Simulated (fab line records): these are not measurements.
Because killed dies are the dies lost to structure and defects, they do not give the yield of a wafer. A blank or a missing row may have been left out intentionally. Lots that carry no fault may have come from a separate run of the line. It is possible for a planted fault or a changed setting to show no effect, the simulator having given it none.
fab line records -- flow gf180mcu
record: lots: 5, wafers: 15, last_day: 33
route steps=602 shown NWELL@52 LVPWELL@54 MVSD@66 MVPSD@78
lots untouched by any fault: they come from a run of this same line in which no faults occurred
start_h: hours from the record's first day to the start of the lot's first wafer shown -- wait_h: how many hours have passed since the lot's step before this one -- " the same as in the row above -- L1.1+2: one row covering several wafers at once -- - no value present, or no start provided -- * or withheld: withheld -- < > ~ a bound
route shown NAME@n: a module of which the file shows steps, and the number in the route of the first -- usual: average and standard deviation across the fault-free wafers -- same: alike in all rows -- chamber/n: place in a boat -- sites: each site's reading -- _std_site: standard deviation of those values -- _edge_site: outer sites' mean less inner sites' -- radius_mm: for every site, how far away it sits from the centre of the wafer -- mask NAME#n: copy n -- behind: the last tool/chamber to shape the wafer -- hold: why the lot went on hold/how many hours it stayed there/how the hold came to an end -- device: names the non-switching transistor (n, p or np) -- end of line: the route-end tests of the same wafers -- a step given without rows: its recipe and nothing more -- killed: dies lost to structure and defects at the first sort, not the wafer's yield -- map: shows each die of a wafer: x if killed, . if not, _ if none is there
set.NAME: the run value of the setting; set.NAME@STEP: its run value at that earlier step -- model.NAME: the simulator's own value behind a step, which no gauge read
a table for each step, a row for each wafer; lots at some steps of the route
services: when a tool's chamber went out of use (start_h, in hours from the record's first day, below 0 if earlier), for how many hours, and the reason
== steps ==
step: GF_NWELL_STRIP_10
recipe: chemistry: O2/N2, power_w: 1400, pressure_mtorr: 1500, platen_temp_c: 250, o2_flow_sccm: 3000, n2_flow_sccm: 300, overash_fraction: 0.5
usual: drypump_motor_current_A: 6.0/0.43, heater_power_w: 303/52, oes_product_au: 0.722/0.0049, strip_time_to_endpoint_s: 36.96/0.1
lot.wafer,tool,chamber,start_h,wait_h,drypump_motor_current_A,heater_power_w,oes_product_au,rf_hours_counter_h,strip_time_to_endpoint_s
L524.1,plasma_asher-01,0,82.22,0.1,6.4,243,0.725,47,37.08
L524.3,plasma_asher-01,0,82.22,0.1,6.4,242,0.720,-,37.02
L524.4,plasma_asher-01,1,82.22,0.1,6.0,322,0.718,-,36.95
L528.1,plasma_asher-01,1,106.41,0.1,6.0,318,0.725,50,36.93
L528.4,plasma_asher-01,0,106.41,0.1,6.4,237,0.724,-,36.91
L528.5,plasma_asher-01,0,106.41,0.1,6.3,243,0.723,-,36.93
L535.1,plasma_asher-01,0,143.21,0.1,6.4,247,0.717,54,37.06
L535.3,plasma_asher-01,0,143.21,0.1,6.4,242,0.725,-,36.97
L535.6,plasma_asher-01,0,143.21,0.1,6.4,239,0.723,-,36.99
L537.1,plasma_asher-03,1,153.32,0.1,4.9,332,0.715,3,37.11
L537.4,plasma_asher-03,1,153.32,0.1,4.8,333,0.711,-,37.01
L537.6,plasma_asher-03,1,153.32,0.1,4.8,327,0.731,-,37.08
L539.1,plasma_asher-02,1,167.81,0.1,6.3,411,0.715,57,36.94
L539.5,plasma_asher-02,1,167.81,0.1,6.2,414,0.720,-,36.93
L539.6,plasma_asher-02,0,167.81,0.1,5.4,305,0.722,-,36.89
step: GF_NWELL_TW_MEAS_11
usual: NWELL_TW: 1558/10
lot.wafer,tool,chamber,start_h,wait_h,NWELL_TW
L524.1,film_metro-04,-,82.32,0.1,1554
L524.3,film_metro-04,-,82.32,0.1,1556
L524.4,film_metro-04,-,82.32,0.1,1554
L528.1,film_metro-01,-,106.51,0.1,1565
L528.4,film_metro-01,-,106.51,0.1,1569
L528.5,film_metro-01,-,106.51,0.1,1570
L535.1,film_metro-04,-,143.31,0.1,1555
L535.3,film_metro-04,-,143.31,0.1,1555
L535.6,film_metro-04,-,143.31,0.1,1557
L537.1,film_metro-03,-,153.42,0.1,1549
L537.4,film_metro-03,-,153.42,0.1,1549
L537.6,film_metro-03,-,153.42,0.1,1544
L539.1,film_metro-04,-,167.91,0.1,1546
L539.5,film_metro-04,-,167.91,0.1,1554
L539.6,film_metro-04,-,167.91,0.1,1548
step: GF_LVPWELL_DEHYDRATE_00
recipe: temp_c: 200, time_s: 60
step: GF_LVPWELL_HMDS_01
recipe: prime_time_s: 60, prime_temp_c: 120
step: GF_LVPWELL_COAT_02
recipe: spin_rpm: 2000, resist_thk_nm: 3000
step: GF_LVPWELL_SOFTBAKE_03
recipe: temp_c: 110, time_s: withheld
step: GF_LVPWELL_EXPOSE_04
recipe: mask_id: LVPWELL, target_cd_nm: 600, na: 0.6, source_shape: conventional, sigma_outer: 0.6, dose_mj: 260
step: GF_LVPWELL_PEB_05
recipe: temp_c: 115, time_s: withheld
step: GF_LVPWELL_DEVELOP_06
recipe: wall_angle_deg: 90, develop_time_s: 60, dev_temp_c: 23
step: GF_LVPWELL_OVL_MEAS_07
usual: LVPWELL_OVL: 0.1/1.2
lot.wafer,tool,chamber,start_h,wait_h,LVPWELL_OVL[nm]
L524.1,overlay-01,-,96.23,-,0.1
L524.3,overlay-01,-,96.23,-,-0.7
L524.4,overlay-01,-,96.23,-,0.5
L528.1,overlay-01,-,120.78,-,1.4
L528.4,overlay-01,-,120.78,-,-0.4
L528.5,overlay-01,-,120.78,-,1.3
L535.1,overlay-01,-,159.08,-,-0.6
L535.3,overlay-01,-,159.08,-,0.5
L535.6,overlay-01,-,159.08,-,1.4
L537.1,overlay-02,-,169.13,-,0.1
L537.4,overlay-02,-,169.13,-,-0.2
L537.6,overlay-02,-,169.13,-,-0.5
L539.1,overlay-01,-,183.67,-,0.2
L539.5,overlay-01,-,183.67,-,-0.3
L539.6,overlay-01,-,183.67,-,-0.5
step: GF_LVPWELL_IMPLANT_08
recipe: species: B, energy_kev: 170, dose_cm2: 1.5e+13, tilt_deg: 0
step: GF_LVPWELL_IMPLANT_09
recipe: species: B, energy_kev: 60, dose_cm2: 5e+12, tilt_deg: 0
step: GF_LVPWELL_STRIP_10
recipe: chemistry: O2/N2, power_w: 1400, pressure_mtorr: 1500, platen_temp_c: 250, o2_flow_sccm: 3000, n2_flow_sccm: 300, overash_fraction: 0.5
usual: drypump_motor_current_A: 5.9/0.37, heater_power_w: 314/50, oes_product_au: 0.723/0.0052, strip_time_to_endpoint_s: 36.94/0.11
lot.wafer,tool,chamber,start_h,wait_h,drypump_motor_current_A,heater_power_w,oes_product_au,rf_hours_counter_h,strip_time_to_endpoint_s,model.coat_of_LVPWELL_COAT_02.thk_nm
L524.1,plasma_asher-04,1,96.57,0.1,6.1,385,0.728,30,36.88,0
L524.3,plasma_asher-04,0,96.57,0.1,6.0,275,0.716,-,36.80,0
L524.4,plasma_asher-04,1,96.57,0.1,6.0,387,0.725,-,36.85,0
L528.1,plasma_asher-01,1,121.12,0.1,6.0,327,0.926,51,-,1592
L528.4,plasma_asher-01,1,121.12,0.1,6.0,320,0.928,-,-,1589
L528.5,plasma_asher-01,0,121.12,0.1,6.4,249,0.930,-,-,1586
L535.1,plasma_asher-04,1,159.41,0.1,6.0,389,0.718,37,36.89,0
L535.3,plasma_asher-04,1,159.41,0.1,6.1,380,0.725,-,36.94,0
L535.6,plasma_asher-04,1,159.41,0.1,6.0,388,0.717,-,36.85,0
L537.1,plasma_asher-04,0,169.46,0.1,6.0,279,0.730,38,37.09,0
L537.4,plasma_asher-04,1,169.46,0.1,6.0,381,0.715,-,36.98,0
L537.6,plasma_asher-04,0,169.46,0.1,6.0,276,0.724,-,37.06,0
L539.1,plasma_asher-01,1,184.01,0.1,6.0,325,0.719,58,36.88,0
L539.5,plasma_asher-01,1,184.01,0.1,6.0,333,0.724,-,36.85,0
L539.6,plasma_asher-01,0,184.01,0.1,6.4,242,0.722,-,36.84,0
step: GF_LVPWELL_TW_MEAS_11
usual: LVPWELL_TW: 555/3.5
lot.wafer,tool,chamber,start_h,wait_h,LVPWELL_TW
L524.1,film_metro-04,-,96.67,0.1,552
L524.3,film_metro-04,-,96.67,0.1,553
L524.4,film_metro-04,-,96.67,0.1,556
L528.1,film_metro-04,-,121.22,0.1,553
L528.4,film_metro-04,-,121.22,0.1,555
L528.5,film_metro-04,-,121.22,0.1,549
L535.1,film_metro-04,-,159.51,0.1,552
L535.3,film_metro-04,-,159.51,0.1,552
L535.6,film_metro-04,-,159.51,0.1,550
L537.1,film_metro-04,-,169.56,0.1,558
L537.4,film_metro-04,-,169.56,0.1,555
L537.6,film_metro-04,-,169.56,0.1,554
L539.1,film_metro-01,-,184.11,0.1,562
L539.5,film_metro-01,-,184.11,0.1,558
L539.6,film_metro-01,-,184.11,0.1,561
step: GF_MVSD_DEHYDRATE_00
recipe: temp_c: 200, time_s: 60
step: GF_MVSD_HMDS_01
recipe: prime_time_s: 60, prime_temp_c: 120
step: GF_MVSD_COAT_02
recipe: spin_rpm: 2000, resist_thk_nm: 3000
step: GF_MVSD_SOFTBAKE_03
recipe: temp_c: 110, time_s: withheld
step: GF_MVSD_EXPOSE_04
recipe: mask_id: MVSD, target_cd_nm: 1000, na: 0.6, source_shape: conventional, sigma_outer: 0.6, dose_mj: 260
step: GF_MVSD_PEB_05
recipe: temp_c: 115, time_s: withheld
step: GF_MVSD_DEVELOP_06
recipe: wall_angle_deg: 90, develop_time_s: 60, dev_temp_c: 23
step: GF_MVSD_OVL_MEAS_07
usual: MVSD_OVL: -1.1/1.5
lot.wafer,tool,chamber,start_h,wait_h,MVSD_OVL[nm]
L524.1,overlay-02,-,110.38,-,-2.2
L524.3,overlay-02,-,110.38,-,0.8
L524.4,overlay-02,-,110.38,-,-1.3
L528.1,overlay-02,-,135.98,-,-0.6
L528.4,overlay-02,-,135.98,-,-0.6
L528.5,overlay-02,-,135.98,-,-3.0
L535.1,overlay-01,-,175.04,-,-1.2
L535.3,overlay-01,-,175.04,-,1.3
L535.6,overlay-01,-,175.04,-,-1.5
L537.1,overlay-02,-,186.23,-,-2.1
L537.4,overlay-02,-,186.23,-,-2.2
L537.6,overlay-02,-,186.23,-,-2.6
L539.1,overlay-01,-,200.67,-,-3.0
L539.5,overlay-01,-,200.67,-,-1.9
L539.6,overlay-01,-,200.67,-,-2.7
step: GF_MVSD_IMPLANT_08
recipe: species: P, energy_kev: 400, dose_cm2: 1.6e+13, tilt_deg: 0
step: GF_MVSD_IMPLANT_09
recipe: species: P, energy_kev: 100, dose_cm2: 5e+12, tilt_deg: 0
step: GF_MVSD_STRIP_10
recipe: chemistry: O2/N2, power_w: 1400, pressure_mtorr: 1500, platen_temp_c: 250, o2_flow_sccm: 3000, n2_flow_sccm: 300, overash_fraction: 0.5
usual: drypump_motor_current_A: 6.0/0.31, heater_power_w: 326/59, oes_product_au: 0.723/0.0044, strip_time_to_endpoint_s: 36.91/0.12
lot.wafer,tool,chamber,start_h,wait_h,drypump_motor_current_A,heater_power_w,oes_product_au,rf_hours_counter_h,strip_time_to_endpoint_s
L524.1,plasma_asher-04,0,110.71,0.1,6.0,270,0.728,31,36.98
L524.3,plasma_asher-04,0,110.71,0.1,5.9,271,0.714,-,37.02
L524.4,plasma_asher-04,1,110.71,0.1,6.1,383,0.720,-,36.92
L528.1,plasma_asher-01,0,136.31,0.1,6.4,242,0.727,53,60.22
L528.4,plasma_asher-01,0,136.31,0.1,6.4,246,0.723,-,60.23
L528.5,plasma_asher-01,1,136.31,0.1,6.0,318,0.735,-,60.25
L535.1,plasma_asher-04,0,175.38,0.1,5.9,271,0.723,39,37.05
L535.3,plasma_asher-04,1,175.38,0.1,6.0,387,0.715,-,37.02
L535.6,plasma_asher-04,1,175.38,0.1,6.1,382,0.735,-,37.03
L537.1,plasma_asher-01,0,186.56,0.1,6.4,240,0.725,59,37.04
L537.4,plasma_asher-01,0,186.56,0.1,6.4,242,0.722,-,37.09
L537.6,plasma_asher-01,0,186.56,0.1,6.4,241,0.724,-,37.07
L539.1,plasma_asher-02,1,201.01,0.1,6.2,418,0.729,61,36.68
L539.5,plasma_asher-02,0,201.01,0.1,5.3,304,0.723,-,36.80
L539.6,plasma_asher-02,1,201.01,0.1,6.3,410,0.723,-,36.79
step: GF_MVSD_TW_MEAS_11
usual: MVSD_TW: 1568/13
lot.wafer,tool,chamber,start_h,wait_h,MVSD_TW
L524.1,film_metro-01,-,110.81,0.1,1580
L524.3,film_metro-01,-,110.81,0.1,1570
L524.4,film_metro-01,-,110.81,0.1,1580
L528.1,film_metro-03,-,136.41,0.1,30
L528.4,film_metro-03,-,136.41,0.1,30
L528.5,film_metro-03,-,136.41,0.1,30
L535.1,film_metro-01,-,175.48,0.1,1586
L535.3,film_metro-01,-,175.48,0.1,1585
L535.6,film_metro-01,-,175.48,0.1,1587
L537.1,film_metro-03,-,186.66,0.1,1559
L537.4,film_metro-03,-,186.66,0.1,1569
L537.6,film_metro-03,-,186.66,0.1,1569
L539.1,film_metro-01,-,201.11,0.1,1588
L539.5,film_metro-01,-,201.11,0.1,1593
L539.6,film_metro-01,-,201.11,0.1,1588
step: GF_MVPSD_DEHYDRATE_00
recipe: temp_c: 200, time_s: 60
== services ==
tool,chamber,start_h,hours,kind
plasma_asher-01,-,107.36,0.8,repair
plasma_asher-03,-,108.75,9.0,pm
plasma_asher-03,0,108.75,9.0,vent_cycle
plasma_asher-03,1,108.75,9.0,vent_cycle
plasma_asher-03,0,117.75,-,clean
plasma_asher-03,1,117.75,-,clean
plasma_asher-03,-,133.77,8.5,repair
plasma_asher-03,-,142.05,0.8,repair
plasma_asher-03,-,158.30,28.1,pm
plasma_asher-01,-,162.47,5.6,repair
== key ==
first_sign: step: GF_LVPWELL_STRIP_10, reading: oes_product_au, direction: up, sigmas: 40, usual: 0.723, struck: 0.928
effect: step: GF_MVSD_STRIP_10, reading: strip_time_to_endpoint_s, direction: up, sigmas: 99+, usual: *, struck: *
effect: step: GF_MVSD_TW_MEAS_11, reading: MVSD_TW, direction: down, sigmas: 99+, usual: 1568, struck: 30
model_effect: step: GF_LVPWELL_STRIP_10, value: coat_of_LVPWELL_COAT_02.thk_nm, without: 0, struck: 1589
met_at GF_LVPWELL_STRIP_10
struck_wafers L528.1,L528.4,L528.5
sort_left_out L528.1,L528.4,L528.5
tester_left_out L528
fault: kind: strip_aborted, tool: plasma_asher-01, chamber: -, onset_h: 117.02, steps: GF_LVPWELL_STRIP_10, offset: 0.7576, end_h: 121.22
tester_left_out: of these lots the tester's yield and bins aren't shown, on N5 and GAA mostly nor the transistor test; their killed dies are dies lost to structure and defects alone, not to doping, threshold or leakage, so they don't give the yield
sort_left_out: the simulated sort isn't trusted on such a fault, so these wafers' sort isn't shown, and their yield isn't known
